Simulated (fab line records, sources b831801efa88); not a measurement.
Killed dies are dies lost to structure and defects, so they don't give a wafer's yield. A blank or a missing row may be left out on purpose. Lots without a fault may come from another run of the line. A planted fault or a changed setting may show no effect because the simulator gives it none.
One fault seen from 2 desks | flow sky130 | each desk has only its own numbers; what lay behind them comes last

THE METROLOGY DESK
What the gauges read, lot by lot, whatever tool the lot ran on: means of the sampled wafers that have a number. A lot is out of limits, marked OUT, if its mean lies more than 4 standard deviations from the usual mean; the brackets give that distance.
Columns: A = VIA2_W_RS at SKY_VIA2_RS_MEAS_22, usual 0.2866 ohm/sq
lot  | first seen here | A
L759 | day 35 23:27    | 0.2841
L761 | day 36 20:14    | 0.2882
L763 | day 37 11:01    | 0.2883
L764 | day 37 23:19    | 0.2895
L767 | day 38 16:59    | 0.2827
L766 | day 38 18:41    | 0.2853
L765 | day 38 19:22    | 0.2850
L770 | day 39 18:45    | 0.2863
L772 | day 40 06:05    | 0.2863
L779 | day 42 08:36    | 0.2873
L781 | day 42 15:02    | 0.2876
L782 | day 44 06:49    | 0.2835
This desk's finding: nothing out of limits on any of the 12 lots.

THE TOOL OWNER'S DESK: rie_diel-03
The tool's own readings at SKY_VIA2_ETCH_14 (etches BARC in N2/H2, stops on SiO2, time 45.9 s, target depth 60 nm): means of the sampled wafers that have a number, for each lot that ran on this tool. A lot is out of limits, marked OUT, if its mean lies more than 4 standard deviations from the usual mean; the brackets give that distance.
Columns: A = drypump_motor_current_A at SKY_VIA2_ETCH_14, usual 5.9 A; B = h2_flow_sccm at SKY_VIA2_ETCH_14, usual 200.1 sccm; C = oes_product_au at SKY_VIA2_ETCH_14, usual 0.855 a.u.; D = run_length_s at SKY_VIA2_ETCH_14, usual 74.3 s; E = throttle_valve_pct at SKY_VIA2_ETCH_14, usual 13.226 %
lot  | first seen here | A   | B     | C                | D    | E
L759 | day 35 22:32    | 5.6 | 199.7 | 0.853            | 74.2 | 13.223
L761 | day 36 19:17    | 5.8 | 200.3 | 0.856            | 74.6 | 13.219
L767 | day 38 15:55    | 5.7 | 199.5 | 0.855            | 74.4 | 13.237
L766 | day 38 17:44    | 5.7 | 200.1 | 0.861            | 74.8 | 13.233
L770 | day 39 17:47    | 5.9 | 199.8 | 0.883 (+5.7) OUT | 72.8 | 13.231
L772 | day 40 05:10    | 5.8 | 200.7 | 0.881 (+5.3) OUT | 72.8 | 13.229
L782 | day 44 05:55    | 5.7 | 199.2 | 0.852            | 74.2 | 13.218
This desk's finding: out of limits on L770, L772; first on L770, day 39 17:47 (oes_product_au at SKY_VIA2_ETCH_14). In limits: L759, L761, L767, L766, L782.

PUT TOGETHER
The tool owner's desk could have raised an alarm at day 39 17:47, on L770, L772.
The metrology desk saw nothing out of limits.
The metrology desk has L770, L772 on record, within its limits.
Of the lots named, all ran SKY_VIA2_ETCH_14 on rie_diel-03.

WHAT THE SIMULATOR HAD PUT IN
Process parameter drift: rie_diel-03, from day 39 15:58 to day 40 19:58, at SKY_VIA2_ETCH_14. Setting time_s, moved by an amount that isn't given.
Lots struck among those shown: L770, L772.
Hours from the fault's start to each desk's first reading out of limits: the tool owner's desk, 2.
